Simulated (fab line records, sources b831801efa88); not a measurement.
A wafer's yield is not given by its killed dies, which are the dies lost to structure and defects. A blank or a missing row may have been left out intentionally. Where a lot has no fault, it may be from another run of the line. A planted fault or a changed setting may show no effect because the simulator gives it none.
fab line records	flow sky130
record lots=11	wafers=33	lastDay=50
route steps=708 shown RES_PROTECT@214 POLY_GATE@229 LDD_HVN@275 LDD_LDN@301
lots that met no fault: from a run of the same line without faults
startH: hours from the record's opening day to when the first of the lot's shown wafers began	waitH: hours from the lot's prior step to this one	" identical to the entry in the row above	L1.1+2: a row that stands for several wafers	- value missing, or start not given	* or withheld: withheld	< > ~ a bound
route shown NAME@n: names a module that has steps shown in the file, with the first one's number in the route	usual: mean/standard deviation taken from wafers without a fault	same: alike in all rows	chamber/n: place in a boat	sites: each site's reading	_std_site: the values' standard deviation	_edge_site: mean of outer sites minus mean of inner sites	radiusMm: how far each site lies from the wafer's centre	mask NAME#n: copy n	behind: the most recent tool/chamber to have shaped the wafer	hold: what put the lot on hold/how long, in hours/how the hold closed	device: transistor that didn't switch, given as n, p or np	end of line: tests of these same wafers at the route's end	where a step has no rows: the recipe by itself	killed: dies lost to structure and defects at the first sort, not the wafer's yield	map: per-die view of a wafer (x killed, . not killed, _ where there is no die)
set.NAME: the setting as run; set.NAME@STEP: as run at that earlier step	model.NAME: the simulator's own value behind a step, which no gauge read
the route's steps for a sample of lots (tables are steps, rows are wafers)
services: a tool's chamber out of use, with start hour (startH, from the record's first day; less than 0 if before it), hours out, and reason
## steps
# step SKY_RES_PROTECT_STRIP_07
# recipe chemistry=O2/N2	powerW=1400	pressureMtorr=1500	platenTempC=withheld	o2FlowSccm=3000	n2FlowSccm=300	overashFraction=0.5
# usual drypumpMotorCurrentA=5.6/0.34	oesProductAu=0.519/0.0047	stripTimeToEndpointS=23.19/0.043
lot.wafer	tool	chamber	startH	waitH	drypumpMotorCurrentA	oesProductAu	rfHoursCounterH	stripTimeToEndpointS
L230.2	plasmaAsher-01	1	333.91	0.1	5.5	0.521	64	23.22
L230.3	"	0	"	"	5.4	0.512	-	23.18
L230.6	"	0	"	"	5.4	0.515	-	23.18
L233.4	plasmaAsher-03	0	367.18	0.1	5.7	0.518	-	23.21
L233.5	"	0	"	"	5.7	0.526	-	23.22
L233.6	"	1	"	"	5.3	0.520	-	23.20
L236.1	plasmaAsher-01	1	385.89	0.1	5.5	0.515	69	23.19
L236.3	"	1	"	"	5.5	0.515	-	23.23
L236.6	"	0	"	"	5.3	0.514	-	23.21
L238.1	plasmaAsher-04	1	413.14	0.1	6.3	0.523	60	23.22
L238.3	"	0	"	"	5.6	0.521	-	23.23
L238.6	"	0	"	"	5.5	0.523	-	23.21
L239.1	plasmaAsher-03	1	413.54	0.1	5.3	0.517	71	23.21
L239.2	"	0	"	"	5.7	0.522	71	23.18
L239.3	"	1	"	"	5.3	0.515	-	23.11
L246.2	plasmaAsher-01	0	480.66	0.1	5.4	0.525	5	23.24
L246.3	"	1	"	"	5.5	0.517	-	23.23
L246.4	"	0	"	"	5.4	0.515	-	23.19
L247.1	plasmaAsher-01	0	493.04	0.1	5.4	0.518	6	23.28
L247.4	"	0	"	"	5.4	0.524	-	23.28
L247.6	"	1	"	"	5.5	0.524	-	23.22
L249.1	plasmaAsher-03	0	499.94	0.1	5.8	0.525	79	23.15
L249.2	"	1	"	"	5.3	0.521	79	23.14
L249.3	"	0	"	"	5.7	0.524	-	23.12
L251.3	plasmaAsher-01	1	518.92	0.1	5.5	0.521	-	23.25
L251.5	"	1	"	"	5.5	0.528	-	23.21
L251.6	"	0	"	"	5.4	0.512	-	23.20
L252.2	plasmaAsher-03	0	527.39	0.1	5.7	0.507	83	23.12
L252.4	"	1	"	"	5.2	0.516	-	23.14
L252.5	"	1	"	"	5.3	0.514	-	23.16
L253.2	plasmaAsher-03	0	534.34	0.1	5.7	0.522	83	23.24
L253.4	"	1	"	"	5.2	0.516	-	23.19
L253.6	"	1	"	"	5.3	0.519	-	23.22
# step SKY_POLY_GATE_ETCH_15
# recipe chemistry=N2/H2	target=BARC	ionEnergyEv=200	sourceW=500	biasW=100	pressureMtorr=30	n2FlowSccm=100	h2FlowSccm=200	stopOn=SiO2	timeS=118.5	targetDepthA=1100
# usual drypumpMotorCurrentA=5.9/0.37	oesProductAu=0.715/0.0048	throttleValvePct=13.212/0.011
lot.wafer	tool	chamber	startH	waitH	drypumpMotorCurrentA	oesProductAu	rfHoursCounterH	throttleValvePct
L230.2	rieDiel-03	0	363.27	0.0	6.3	0.716	41	13.214
L230.3	"	2	"	"	5.7	0.716	2	13.223
L230.6	"	3	"	"	5.9	0.718	-	13.228
L233.4	rieDiel-03	3	397.50	0.0	6.0	0.714	13	13.226
L233.5	"	1	"	"	6.0	0.725	-	13.202
L233.6	"	2	"	"	5.7	0.716	-	13.214
L236.1	rieDiel-02	3	419.85	0.0	5.5	0.712	16	13.216
L236.3	"	1	"	"	5.2	0.718	5	13.192
L236.6	"	2	"	"	6.1	0.719	-	13.208
L238.1	rieDiel-04	0	447.78	0.0	5.9	0.721	87	13.208
L238.3	"	2	"	"	6.4	0.719	7	13.193
L238.6	"	1	"	"	6.3	0.716	-	13.230
L239.1	rieDiel-02	2	448.00	0.0	6.1	0.714	7	13.208
L239.2	"	3	"	"	5.5	0.718	16	13.221
L239.3	"	0	"	"	5.1	0.714	31	13.220
L246.2	rieDiel-03	1	511.75	0.0	6.0	0.718	4	13.215
L246.3	"	3	"	"	6.0	0.720	16	13.215
L246.4	"	2	"	"	5.7	0.722	5	13.203
L247.1	rieDiel-02	3	526.10	0.0	5.5	0.722	18	13.228
L247.4	"	2	"	"	6.1	0.715	9	13.223
L247.6	"	1	"	"	5.2	0.713	-	13.220
L249.1	rieDiel-04	3	532.23	0.0	6.3	0.706	14	13.212
L249.2	"	2	"	"	6.4	0.706	8	13.220
L249.3	"	1	"	"	6.3	0.709	8	13.206
L251.3	rieDiel-03	3	550.12	0.0	6.0	0.711	16	13.217
L251.5	"	1	"	"	6.0	0.721	-	13.220
L251.6	"	2	"	"	5.7	0.723	-	13.227
L252.2	rieDiel-02	3	559.52	0.0	5.5	0.712	18	13.205
L252.4	"	0	"	"	5.2	0.711	33	13.219
L252.5	"	3	"	"	5.5	0.717	-	13.217
L253.2	rieDiel-04	2	565.67	0.0	6.4	0.718	9	13.220
L253.4	"	0	"	"	5.9	0.707	0	13.198
L253.6	"	0	"	"	5.9	0.712	-	13.210
# step SKY_LDD_HVN_IMPLANT_08
# recipe species=P	energyKev=60	doseCm2=3e+13	tiltDeg=40
# usual beamEnergyKeV=60.001/0.021	doseIonsCm2=3e+13/2.9e+10	faradayCurrentUA=169/3.6
lot.wafer	tool	chamber	startH	waitH	beamEnergyKeV	doseIonsCm2	faradayCurrentUA
L230.2	implanter-03	0	456.45	0.0	60.018	2.9996e+13	172
L230.3	"	0	"	"	60.027	2.9993e+13	168
L230.6	"	0	"	"	60.009	2.9945e+13	172
L233.4	implanter-01	0	492.80	0.1	59.991	3.0013e+13	171
L233.5	"	0	"	"	60.014	3.0024e+13	167
L233.6	"	0	"	"	59.999	3.0009e+13	170
L236.1	implanter-03	0	513.23	0.0	60.019	2.9991e+13	172
L236.3	"	0	"	"	60.010	3.0015e+13	167
L236.6	"	0	"	"	59.998	3.0012e+13	173
L238.1	implanter-03	0	542.25	0.0	59.979	2.759e+13	152
L238.3	"	0	"	"	60.018	2.7532e+13	148
L238.6	"	0	"	"	59.981	2.7557e+13	148
L239.1	implanter-03	0	542.40	0.2	60.036	2.7524e+13	157
L239.2	"	0	"	"	60.053	2.755e+13	157
L239.3	"	0	"	"	60.026	2.7575e+13	159
L246.2	implanter-01	0	603.55	0.0	59.973	2.9982e+13	170
L246.3	"	0	"	"	60.008	2.9993e+13	166
L246.4	"	0	"	"	59.999	3e+13	167
L247.1	implanter-04	0	617.33	0.0	59.984	3.0022e+13	172
L247.4	"	0	"	"	59.957	3.0044e+13	173
L247.6	"	0	"	"	59.967	3.0009e+13	163
L249.1	implanter-01	0	624.28	0.0	59.984	2.9973e+13	170
L249.2	"	0	"	"	60.003	2.9984e+13	172
L249.3	"	0	"	"	59.998	2.9993e+13	172
L251.3	implanter-01	0	639.63	0.1	60.018	3.0042e+13	166
L251.5	"	0	"	"	60.049	3.0002e+13	168
L251.6	"	0	"	"	60.027	3.0024e+13	169
L252.2	implanter-01	0	648.35	0.0	60.015	3.0019e+13	171
L252.4	"	0	"	"	60.002	3.0015e+13	172
L252.5	"	0	"	"	59.986	3.0024e+13	166
L253.2	implanter-03	0	654.75	0.0	60.007	3.001e+13	173
L253.4	"	0	"	"	60.003	3.002e+13	168
L253.6	"	0	"	"	60.013	3.0006e+13	171
# step SKY_LDD_HVN_TW_MEAS_10
# usual LDD_HVN_TW=1436/7
lot.wafer	tool	chamber	startH	waitH	LDD_HVN_TW
L230.2	filmMetro-03	-	456.69	0.1	1435
L230.3	"	-	"	"	1430
L230.6	"	-	"	"	1436
L233.4	filmMetro-02	-	493.01	0.1	1436
L233.5	"	-	"	"	1445
L233.6	"	-	"	"	1439
L236.1	filmMetro-03	-	513.48	0.1	1431
L236.3	"	-	"	"	1435
L236.6	"	-	"	"	1421
L238.1	filmMetro-01	-	542.50	0.1	1401
L238.3	"	-	"	"	1402
L238.6	"	-	"	"	1399
L239.1	filmMetro-02	-	542.65	0.1	1403
L239.2	"	-	"	"	1401
L239.3	"	-	"	"	1407
L246.2	filmMetro-01	-	603.79	0.1	1435
L246.3	"	-	"	"	1436
L246.4	"	-	"	"	1439
L247.1	filmMetro-02	-	617.58	0.1	1453
L247.4	"	-	"	"	1442
L247.6	"	-	"	"	1450
L249.1	filmMetro-03	-	624.53	0.1	1433
L249.2	"	-	"	"	1433
L249.3	"	-	"	"	1438
L251.3	filmMetro-01	-	639.85	0.1	1435
L251.5	"	-	"	"	1438
L251.6	"	-	"	"	1432
L252.2	filmMetro-01	-	648.59	0.1	1423
L252.4	"	-	"	"	1430
L252.5	"	-	"	"	1434
L253.2	filmMetro-02	-	654.99	0.1	1440
L253.4	"	-	"	"	1444
L253.6	"	-	"	"	1444
# step SKY_LDD_LDN_STRIP_12
# recipe chemistry=O2/N2	powerW=1400	pressureMtorr=1500	platenTempC=withheld	o2FlowSccm=3000	n2FlowSccm=300	overashFraction=0.5
# usual drypumpMotorCurrentA=5.7/0.42	oesProductAu=0.715/0.0045	stripTimeToEndpointS=14.17/0.041
lot.wafer	tool	chamber	startH	waitH	drypumpMotorCurrentA	oesProductAu	rfHoursCounterH	stripTimeToEndpointS
L230.2	plasmaAsher-04	1	519.00	0.1	6.3	0.708	72	14.13
L230.3	"	1	"	"	6.3	0.715	-	14.19
L230.6	"	1	"	"	6.4	0.712	-	14.15
L233.4	plasmaAsher-03	1	554.58	0.1	5.3	0.723	-	14.13
L233.5	"	0	"	"	5.7	0.714	-	14.11
L233.6	"	1	"	"	5.3	0.718	-	14.15
L236.1	plasmaAsher-02	1	573.68	0.1	6.2	0.717	43	14.16
L236.3	"	1	"	"	6.2	0.707	-	14.15
L236.6	"	0	"	"	5.3	0.712	-	14.13
L238.1	plasmaAsher-02	0	602.03	0.1	5.3	0.714	46	14.20
L238.3	"	1	"	"	6.1	0.712	-	14.18
L238.6	"	1	"	"	6.2	0.713	-	14.22
L239.1	plasmaAsher-04	1	602.65	0.1	6.3	0.722	80	14.18
L239.2	"	0	"	"	5.6	0.711	80	14.13
L239.3	"	1	"	"	6.3	0.714	-	14.19
L246.2	plasmaAsher-02	0	662.16	0.1	5.3	0.715	52	14.22
L246.3	"	1	"	"	6.2	0.717	-	14.24
L246.4	"	0	"	"	5.3	0.715	-	14.21
L247.1	plasmaAsher-02	0	674.70	0.1	5.3	0.715	54	14.14
L247.4	"	1	"	"	6.1	0.713	-	14.13
L247.6	"	1	"	"	6.2	0.707	-	14.13
L249.1	plasmaAsher-02	1	682.36	0.1	6.2	0.716	54	14.11
L249.2	"	0	"	"	5.3	0.708	54	14.14
L249.3	"	0	"	"	5.2	0.711	-	14.15
L251.3	plasmaAsher-03	1	696.53	0.1	5.3	0.722	-	14.16
L251.5	"	0	"	"	5.7	0.718	-	14.20
L251.6	"	1	"	"	5.3	0.724	-	14.17
L252.2	plasmaAsher-03	0	705.18	0.1	5.7	0.716	101	14.21
L252.4	"	0	"	"	5.7	0.712	-	14.19
L252.5	"	0	"	"	5.7	0.716	-	14.19
L253.2	plasmaAsher-04	0	711.03	0.1	5.6	0.711	90	14.16
L253.4	"	1	"	"	6.3	0.713	-	14.14
L253.6	"	1	"	"	6.4	0.718	-	14.12
## services
tool	chamber	startH	hours	kind
implanter-03	-	326.95	16.5	pm
rieDiel-03	2	377.92	6.8	repair
plasmaAsher-01	-	421.25	9.0	pm
implanter-01	-	438.62	0.9	repair
plasmaAsher-03	-	475.07	0.9	repair
rieDiel-02	2	478.41	1.6	repair
implanter-03	-	478.45	2.6	repair
implanter-03	-	499.97	3.9	pm
plasmaAsher-02	-	503.82	15.6	pm
rieDiel-03	-	508.86	2.1	repair
implanter-01	-	513.26	5.0	pm
rieDiel-03	3	531.83	8.2	repair
rieDiel-02	2	562.37	3.8	repair
implanter-03	-	580.51	3.9	repair
rieDiel-03	2	584.47	1.3	repair
rieDiel-02	2	587.67	14.8	repair
rieDiel-03	0	594.51	15.4	repair
plasmaAsher-04	-	622.60	6.4	pm
plasmaAsher-04	-	629.54	2.2	repair
implanter-01	-	631.69	2.8	repair
plasmaAsher-02	-	633.60	2.0	repair
plasmaAsher-01	-	662.06	0.8	repair
implanter-01	-	662.11	6.5	repair
implanter-01	-	694.56	1.5	repair
## key
firstSign step=SKY_LDD_HVN_IMPLANT_08	reading=doseIonsCm2	direction=down	sigmas=84	usual=*	struck=*
effect step=SKY_LDD_HVN_IMPLANT_08	reading=faradayCurrentUA	direction=down	sigmas=4.3	usual=169	struck=154
effect step=SKY_LDD_HVN_TW_MEAS_10	reading=LDD_HVN_TW	direction=down	sigmas=4.8	usual=1436	struck=1402
metAt SKY_LDD_HVN_IMPLANT_08
struckLots L238,L239
testerLeftOut L238,L239
notActingAt SKY_RES_PROTECT_STRIP_07,SKY_POLY_GATE_ETCH_15,SKY_LDD_LDN_STRIP_12
fault kind=processParameterDrift	tool=implanter-03	chamber=-	onsetH=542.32	steps=SKY_LDD_HVN_IMPLANT_08	channel=doseCm2	offset=*	shape=step	endH=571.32	actsIn=*	stated=*
# testerLeftOut: of these lots the tester's yield and bins aren't shown, on N5 and GAA mostly nor the transistor test; their killed dies are dies lost to structure and defects alone, not to doping, threshold or leakage, so they don't give the yield
